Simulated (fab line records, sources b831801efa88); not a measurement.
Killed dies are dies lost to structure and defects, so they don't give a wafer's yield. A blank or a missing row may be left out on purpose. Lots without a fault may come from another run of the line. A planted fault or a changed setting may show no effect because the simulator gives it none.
Which tool did it? | flow sky130 | 7 lots, 21 wafers sampled, at 4 steps of a route of 708

WHAT THE GAUGES READ, wafer by wafer
SKY_PAD_OPEN_BOW_MEAS_13.
lot  | measured     | on            | PAD_OPEN_BOW (um)
L203 | day 45 23:07 | film_metro-03 | 30 29 29
L204 | day 46 12:29 | film_metro-01 | 30 35 38
L211 | day 48 06:05 | film_metro-01 | 38 51 49
L215 | day 49 01:47 | film_metro-04 | 42 49 53
L217 | day 49 05:55 | film_metro-03 | 38 34 38
L223 | day 50 12:31 | film_metro-03 | 53 55 43
L225 | day 50 20:07 | film_metro-03 | 59 46 56

WHICH TOOL RAN EACH LOT (tool, then ch and the chambers of the sampled wafers, then the start)
lot  | SKY_CONTACT_CLEAN_21            | SKY_METAL4_METAL_ETCH_18          | SKY_VIA4_ETCH_12
L203 | wet_bench-02 ch 1, day 31 20:39 | rie_metal-02 ch 0,1, day 42 00:04 | rie_diel-04 ch 2,3, day 43 01:13
L204 | wet_bench-03 ch 1, day 32 13:57 | rie_metal-04 ch 0, day 42 13:54   | rie_diel-04 ch 0,1,3, day 43 13:43
L211 | wet_bench-03 ch 3, day 34 19:30 | rie_metal-03 ch 0, day 44 12:56   | rie_diel-02 ch 0,2,3, day 45 12:43
L215 | wet_bench-03 ch 1, day 35 21:33 | rie_metal-04 ch 0,1, day 45 12:05 | rie_diel-02 ch 0,2, day 46 09:52
L217 | wet_bench-02 ch 3, day 36 05:42 | rie_metal-03 ch 0, day 45 17:25   | rie_diel-01 ch 0,1,3, day 46 15:31
L223 | wet_bench-02 ch 1, day 38 02:51 | rie_metal-04 ch 0,1, day 47 05:58 | rie_diel-04 ch 0,2,3, day 48 03:31
L225 | wet_bench-02 ch 1, day 38 15:51 | rie_metal-02 ch 1, day 47 15:13   | rie_diel-04 ch 1,3, day 48 12:10
- SKY_CONTACT_CLEAN_21: cleans in IPA, time 180 s.
- SKY_METAL4_METAL_ETCH_18: etches the open film in Cl2/BCl3, stops on SiO2, target depth 845 nm, time 183.1 s.
- SKY_VIA4_ETCH_12: etches SiO2 in C4F8/O2/Ar, stops on TiN, target depth 580 nm.

THE ANSWER, worked out from the rows above alone
Rule: what is usual is taken from the lots themselves. Put in order of their means at a reading, lots are off if they are a third of the lots or fewer, leave a main group of 4 or more, and stand apart from it by a gap of 3 or more times the standard deviation of the main group's means; of several such gaps the widest counts. A main group whose means are all the same, to the digits that the tables above print for the reading, isn't used. A lot without any number at a reading at which 4 lots or more have one is off too. The other lots that the step has rows for count as sound.
No lot is off at any reading shown: from this, nothing can be told.

WHAT THE SIMULATOR HAD PUT IN
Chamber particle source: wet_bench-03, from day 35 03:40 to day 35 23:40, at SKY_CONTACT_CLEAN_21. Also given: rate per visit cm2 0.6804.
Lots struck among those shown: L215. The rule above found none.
